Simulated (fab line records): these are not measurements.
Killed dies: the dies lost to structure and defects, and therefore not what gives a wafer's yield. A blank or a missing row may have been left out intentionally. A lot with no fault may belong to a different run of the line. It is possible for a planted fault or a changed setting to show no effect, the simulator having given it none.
2 desks, one fault / flow sfq-line / every desk sees just its own numbers, and what lay behind them comes last

TOOL OWNER'S DESK, litho-track-01
The tool's own readings at SFQ_TRILAYER_R5_LITHO_DEVELOP_138 (time 60 s): means of the sampled wafers that have a number, for each lot that ran on this tool. The brackets show how far a lot's mean lies from the usual mean; more than 4 standard deviations puts the lot out of limits, marked OUT.
Columns: A = chill-plate-temp-C at SFQ_TRILAYER_R5_LITHO_DEVELOP_138, usual 23.00 C; B = exhaust-pa at SFQ_TRILAYER_R5_LITHO_DEVELOP_138, usual 45.2 Pa; C = resist-line-temp-C at SFQ_TRILAYER_R5_LITHO_DEVELOP_138, usual 22.98 C
lot=L528; first seen here=day 61 06:26; A=23.04; B=45.2; C=22.84
lot=L530; first seen here=day 61 20:51; A=22.84; B=44.9; C=22.89
lot=L532; first seen here=day 66 20:12; A=23.06; B=45.6; C=22.92
lot=L538; first seen here=day 69 03:11; A=23.03; B=45.2; C=23.15
lot=L540; first seen here=day 69 06:44; A=23.00; B=44.7; C=23.07
lot=L550; first seen here=day 71 04:14; A=23.01; B=45.2; C=23.02
This desk found nothing out of limits on any of the 6 lots.

METROLOGY DESK
Means of the sampled wafers that have a number, per lot and without regard to the tool the lot ran on: this is what the gauges read. The brackets show how far a lot's mean lies from the usual mean; more than 4 standard deviations puts the lot out of limits, marked OUT.
Columns: A = R5_MONX_RS at SFQ_R5_RS_MEAS_933, usual 7.01 ohm/sq; B = R5_MONX_THK at SFQ_R5_THK_MEAS_934, usual 40.6 nm
lot=L528; first seen here=day 60 23:34; A=7.00; B=40.5
lot=L530; first seen here=day 61 17:35; A=7.08; B=40.0
lot=L531; first seen here=day 61 20:52; A=7.08; B=40.4
lot=L532; first seen here=day 62 21:57; A=7.05; B=40.5
lot=L534; first seen here=day 63 06:58; A=7.06; B=40.6
lot=L536; first seen here=day 68 17:41; A=7.00; B=40.6
lot=L538; first seen here=day 68 21:53; A=7.09; B=40.1
lot=L540; first seen here=day 69 00:51; A=6.99; B=41.0
lot=L541; first seen here=day 69 05:41; A=6.93; B=40.8
lot=L542; first seen here=day 69 11:39; A=7.01; B=41.0
lot=L546; first seen here=day 69 23:40; A=7.02; B=40.2
lot=L549; first seen here=day 70 23:04; A=6.98; B=41.0
lot=L550; first seen here=day 71 01:28; A=6.86; B=41.4
lot=L551; first seen here=day 71 08:38; A=7.09; B=40.2
This desk found nothing out of limits on any of the 14 lots.

PUT TOGETHER
Nothing out of limits was seen by the tool owner's desk.
Nothing out of limits was seen by the metrology desk.

WHAT HAD BEEN PUT IN BY THE SIMULATOR
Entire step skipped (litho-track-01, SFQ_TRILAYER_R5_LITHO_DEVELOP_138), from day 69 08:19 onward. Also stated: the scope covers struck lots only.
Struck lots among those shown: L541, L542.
